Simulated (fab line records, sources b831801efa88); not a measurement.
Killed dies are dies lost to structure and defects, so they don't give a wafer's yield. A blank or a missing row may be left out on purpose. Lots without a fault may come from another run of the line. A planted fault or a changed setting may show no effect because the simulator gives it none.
A struck lot beside a sound one | flow sfq_line | 13 steps out of a route of 325
Sound: wafers L944.1, L944.2, L944.3. Struck: wafer L951.2. (L951.1, L951.3 of the same lot were not struck and are left out.) The cause comes at the end.
At each step with rows: each side's tool, then ch and its chambers, then its first start. Under that, the readings that differ: sound wafers | struck wafers | difference of the means | sigmas: that difference in standard deviations of wafers without a fault.
alike: readings whose means differ by less than 2 such deviations, and words and numbers that are the same on both sides. not compared: withheld readings, readings that some wafer has no value for, bounds like >300 that may hide the same value, and numbers for which the record gives no deviation and whose values overlap.
The two part at a step that has a row with sigmas, a row that says differs or no value, or rows on one side only. Numbers that don't overlap but have no deviation are shown without sigmas and don't part them. A reading that every wafer of one side lacks parts them only if that side has two wafers or more.

first, 1 step without rows for these wafers: SFQ_TRILAYER_M4_DEP_PRE_CLEAN_092 (time 22.5 s).
SFQ_TRILAYER_M4_DEP_SPUTTER_091: material Nb, target thk 200 nm, time 133.3 s.
  sound on pvd_sputter-05, day 38 03:02; struck on pvd_sputter-04, day 46 20:17
  alike: throttle_valve_pct
SFQ_M4_RS_MEAS_924: measures by four-point-probe.
  sound on film_metro-03, day 38 03:08; struck on film_metro-02, day 46 20:22
  alike: M4_NB_RS
then, 6 steps without rows for these wafers: SFQ_TRILAYER_M4_LITHO_COAT_098 (resist thk 62 nm); SFQ_TRILAYER_M4_LITHO_COAT_093 (resist thk 600 nm); SFQ_TRILAYER_M4_LITHO_SOFTBAKE_097; SFQ_TRILAYER_M4_LITHO_EXPOSE_094 (exposes mask M4, target cd 500 nm); SFQ_TRILAYER_M4_LITHO_PEB_096 (peb time 60 s); SFQ_TRILAYER_M4_LITHO_DEVELOP_095 (time 60 s).
SFQ_M4_OVL_MEAS_926:
  sound on overlay-02, day 42 21:32; struck on overlay-01, day 47 10:23
  alike: M4_OVL
SFQ_TRILAYER_M4_BARC_OPEN_METAL_ETCH_123: etches BARC in O2, target depth 125 nm, time 41.7 s.
  sound on rie_metal-03 ch 0,1, day 42 21:34; struck on rie_metal-04 ch 1, day 47 10:26
  reading                     | sound       | struck | difference | sigmas
  drypump_motor_current_A (A) | 6.3 6.5 6.4 | 5.0    | -1.4       | -2
  alike: chamber_pressure_mTorr, oes_product_au, rf_fwd_power_W
  not compared: rf_hours_counter_h
SFQ_TRILAYER_M4_ETCH_METAL_ETCH_096: etches Nb in Cl2/Ar, stops on SiO2, target depth 240 nm, time 120 s.
  sound on rie_metal-03 ch 0,1, day 42 21:38; struck on rie_metal-04 ch 1, day 47 10:29
  reading                                             | sound             | struck | difference | sigmas
  drypump_motor_current_A (A)                         | 6.3 6.5 6.5       | 5.0    | -1.4       | -2
  model.KrF_of_TRILAYER_M4_LITHO_COAT_093.thk_nm (nm) | 380.4 380.9 381.8 | 305.4  | -75.6      |
  model.SiO2_of_TRILAYER_I3_DEP_PECVD_081.thk_nm (nm) | 192.1 191.6 192.5 | 177.2  | -14.9      |
  model.M4.feature_depth_nm (nm)                      | 198.9 200.1 200.1 | 211.8  | +12.1      |
  alike: chamber_pressure_mTorr, oes_product_au, rf_fwd_power_W
  not compared: rf_hours_counter_h
SFQ_TRILAYER_M4_STRIP_STRIP_097: strips in O2.
  sound on rie_metal-03 ch 0,1, day 42 21:45; struck on rie_metal-04 ch 1, day 47 10:37
  reading                     | sound       | struck | difference | sigmas
  drypump_motor_current_A (A) | 6.3 6.5 6.5 | 5.0    | -1.4       | -2
  alike: chamber_pressure_mTorr, oes_product_au
  not compared: rf_hours_counter_h

WHERE THEY PART
First at SFQ_TRILAYER_M4_BARC_OPEN_METAL_ETCH_123; last, within this record, at SFQ_TRILAYER_M4_STRIP_STRIP_097.

WHY: what the simulator had put in
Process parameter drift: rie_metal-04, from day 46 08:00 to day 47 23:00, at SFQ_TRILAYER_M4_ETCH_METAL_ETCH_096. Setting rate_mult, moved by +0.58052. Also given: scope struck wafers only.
